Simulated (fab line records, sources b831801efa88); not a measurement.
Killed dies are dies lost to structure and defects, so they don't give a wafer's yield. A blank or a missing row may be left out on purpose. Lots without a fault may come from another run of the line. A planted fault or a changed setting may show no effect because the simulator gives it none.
A struck lot beside a sound one | flow sky130 | 15 steps out of a route of 708
Sound: wafers L334.2, L334.3, L334.5. Struck: wafers L329.1, L329.2, L329.5. The cause comes at the end.
At each step with rows: each side's tool, then ch and its chambers, then its first start. Under that, the readings that differ: sound wafers | struck wafers | difference of the means | sigmas: that difference in standard deviations of wafers without a fault.
alike: readings whose means differ by less than 2 such deviations, and words and numbers that are the same on both sides. not compared: withheld readings, readings that some wafer has no value for, bounds like >300 that may hide the same value, and numbers for which the record gives no deviation and whose values overlap.
The two part at a step that has a row with sigmas, a row that says differs or no value, or rows on one side only. Numbers that don't overlap but have no deviation are shown without sigmas and don't part them. A reading that every wafer of one side lacks parts them only if that side has two wafers or more.

SKY_VIA2_STRIP_16: strips in O2/N2.
  sound on plasma_asher-03 ch 0,1, day 41 06:48; struck on plasma_asher-04 ch 0,1, day 39 21:30
  alike: drypump_motor_current_A, n2_flow_sccm, oes_product_au, strip_time_to_endpoint_s
  not compared: rf_hours_counter_h
then, 3 steps without rows for these wafers: SKY_VIA2_STRIP_17 (strips in post etch residue remover, time 1200 s); SKY_VIA2_CLEAN_18 (cleans in IPA, time 180 s); SKY_VIA2_CLEAN_19 (cleans in O3/DIW).
SKY_VIA2_SPUTTER_20: material TiN, target thk 20 nm, time 80 s.
  sound on pvd_sputter-03, day 41 07:25; struck on pvd_sputter-03, day 39 22:06
  alike: cathode_dc_power_W, chamber_pressure_pa, throttle_valve_pct
SKY_VIA2_CVD_21: deposits W, target thk 420 nm, time 126.4 s.
  sound on cvd_w-02 ch 0,1, day 41 07:29; struck on cvd_w-02 ch 0,1, day 39 22:10
  alike: heater_power_w, susceptor_temp_C
SKY_VIA2_RS_MEAS_22: measures by four-point-probe.
  sound on film_metro-04, day 41 07:38; struck on film_metro-04, day 39 22:17
  alike: VIA2_W_RS
SKY_VIA2_THK_MEAS_23: measures by xrf.
  sound on film_metro-04, day 41 07:45; struck on film_metro-04, day 39 22:25
  alike: VIA2_W_THK
SKY_VIA2_CMP_24: polishes, stops on SiO2, t overpolish 20 s, target thk 0 nm.
  sound on cmp-02 ch 0,1, day 41 07:58; struck on cmp-02 ch 1,3, day 39 22:28
  alike: motor_current_A, overpolish_run_s, time_to_endpoint_s
SKY_METAL3_SPUTTER_00: material Ti, target thk 15 nm, time 10 s.
  sound on pvd_sputter-01, day 41 08:16; struck on pvd_sputter-01, day 39 22:46
  alike: cathode_dc_power_W, chamber_pressure_pa, throttle_valve_pct
then, 2 steps without rows for these wafers: SKY_METAL3_SPUTTER_01 (material TiN, target thk 20 nm, time 16.7 s); SKY_METAL3_SPUTTER_02 (material AlCu, target thk 735 nm, time 39.1 s).
SKY_METAL3_SPUTTER_03: material Ti, target thk 5 nm, time 3.3 s.
  sound on pvd_sputter-01, day 41 08:20; struck on pvd_sputter-01, day 39 22:52
  no value came back on the struck wafers for cathode_dc_power_W (W), chamber_pressure_pa (Pa), throttle_valve_pct (%); on the sound wafers cathode_dc_power_W (W) reads 2999.2 3000.1 3000.3
then, 1 step without rows for these wafers: SKY_METAL3_SPUTTER_04 (material TiN, target thk 70 nm, time 58.3 s).
-- the record jumps here: 9 days lie between the struck wafers' starts before and after (it left off in module METAL3 and takes up again in module PAD_OPEN, whose first step shown is number 708 of the route) --
SKY_PAD_OPEN_PROBE_99:
  sound on prober-02, day 49 17:19; struck on prober-02, day 48 13:35
  reading                       | sound             | struck           | difference | sigmas
  model.etest.via3_chain.rc_ohm | 9.313 9.398 9.978 | 11.8 12.28 11.63 | +2.3       |
  alike: defect_limited_yield, killed_at_M0_to_M3, killed_at_M4_up, killed_at_contacts, killed_at_front_end, killed_at_other, killed_dies, killed_open, killed_short, sort_bin_3_pad_short, sort_bin_5_function, sort_bin_6_memory, sort_n_pass, sort_yield_pct

WHERE THEY PART
Only at SKY_METAL3_SPUTTER_03, within this record. Later steps at which nothing parts them and some readings are alike: SKY_PAD_OPEN_PROBE_99.

WHY: what the simulator had put in
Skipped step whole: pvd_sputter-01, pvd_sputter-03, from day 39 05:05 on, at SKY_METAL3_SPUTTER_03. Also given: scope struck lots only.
